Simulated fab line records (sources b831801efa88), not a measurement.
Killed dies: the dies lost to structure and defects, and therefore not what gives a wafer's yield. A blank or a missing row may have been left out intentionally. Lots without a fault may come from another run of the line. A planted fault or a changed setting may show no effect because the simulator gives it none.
2 desks looking at one fault ; flow gf180mcu ; each desk has only its own numbers; what lay behind them comes last

== THE METROLOGY DESK ==
Means of the sampled wafers that have a number, per lot and without regard to the tool the lot ran on: this is what the gauges read. The brackets show how far a lot's mean lies from the usual mean; more than 4 standard deviations puts the lot out of limits, marked OUT.
Columns: A = cdNm at GF_M2_CD_MEAS_14, usual 279.7 nm; B = V2_CVD_00_THK at GF_V2_THK_MEAS_01, usual 602 nm
lot;first seen here;A;B
L721;day 19 09:14;280.0;593
L722;day 19 21:28;278.5;604
L723;day 20 04:42;281.4;603
L725;day 21 04:35;280.0;605
L726;day 21 09:05;280.2;605
L728;day 22 04:41;279.7;604
L729;day 22 17:42;280.7;602
L730;day 23 11:51;278.7;600
L733;day 24 00:52;280.6;604
L735;day 24 21:37;283.3;604
L741;day 26 15:04;277.0;598
L742;day 26 22:56;280.2;599
This desk found nothing out of limits on any of the 12 lots.

== FOR THE TOOL OWNER'S DESK: cmp-02 ==
The tool's own readings at GF_V2_CMP_04 (polishes SiO2): means of the sampled wafers that have a number, for each lot that ran on this tool. The brackets show how far a lot's mean lies from the usual mean; more than 4 standard deviations puts the lot out of limits, marked OUT.
Columns: A = motorCurrentA at GF_V2_CMP_04, usual 12.3 A; B = retainingRingPressureFrac at GF_V2_CMP_04, usual 1.000; C = timeToEndpointS at GF_V2_CMP_04, usual 81 s
lot;first seen here;A;B;C
L722;day 19 22:32;12.0;1.000;79
L725;day 21 05:40;12.5;1.005;84
L726;day 21 10:19;12.5;0.993;83
L728;day 22 05:44;12.7;1.000;86
L730;day 23 13:04;11.8;1.000;80
L733;day 24 01:58;12.2;0.994;77
This desk found nothing out of limits on any of the 6 lots.

== PUT TOGETHER ==
The metrology desk saw nothing out of limits.
The tool owner's desk saw nothing out of limits.

== WHAT HAD BEEN PUT IN BY THE SIMULATOR ==
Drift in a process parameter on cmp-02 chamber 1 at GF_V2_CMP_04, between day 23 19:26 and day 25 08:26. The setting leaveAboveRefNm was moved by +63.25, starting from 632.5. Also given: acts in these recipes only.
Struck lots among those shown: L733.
